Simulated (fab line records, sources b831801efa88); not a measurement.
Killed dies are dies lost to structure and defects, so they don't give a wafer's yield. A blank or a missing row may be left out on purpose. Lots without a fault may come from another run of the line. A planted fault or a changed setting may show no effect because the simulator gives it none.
Chamber matching | flow gf180mcu | GF_V3_CMP_26 on cmp-01: 4 sister chambers
The step polishes, stops on SiO2, t overpolish 15 s, target thk 0 nm. 4 wafers are shown with their chamber, then 7 later ones without.

WAFERS WITH THEIR CHAMBER
wafer  | chamber | motor_current_A (A)
L076.3 | 1       | 11.3
L083.6 | 2       | 12.4
L088.1 | 0       | 10.5
L088.2 | 3       | 10.2

WAFERS WITHOUT THEIR CHAMBER
wafer  | motor_current_A (A)
L088.4 | 12.0
L094.2 | 12.7
L094.5 | 10.1
L094.6 | 10.9
L097.1 | 11.0
L097.3 | 10.2
L097.4 | 10.3

WHICH CHAMBER EACH WENT THROUGH
wafer  | from the rows above          | in truth
L088.4 | can't be placed: 2 or 1      | 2
L094.2 | 2                            | 2
L094.5 | can't be placed: 3 or 0      | 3
L094.6 | can't be placed: 0 or 1 or 3 | 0
L097.1 | can't be placed: 1 or 0 or 3 | 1
L097.3 | can't be placed: 3 or 0      | 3
L097.4 | can't be placed: 3 or 0      | 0
Placed correctly: 1 of 7. Can't be placed from these rows: 6 (the true chamber is among the candidates in 6). Placed wrongly: 0.
How it was worked out, from the rows above alone: a wafer's distance from a chamber is the root of the sum, over the readings, of the square of ((its reading less the chamber's mean) divided by the reading's scatter). The wafer belongs to the nearest chamber; if the next one is less than 2 further off, it can't be placed. A chamber's mean is the mean of its shown wafers. The scatter: with one shown wafer a chamber, the root of the mean of the squares of how far each hidden wafer lies from its nearest shown one.
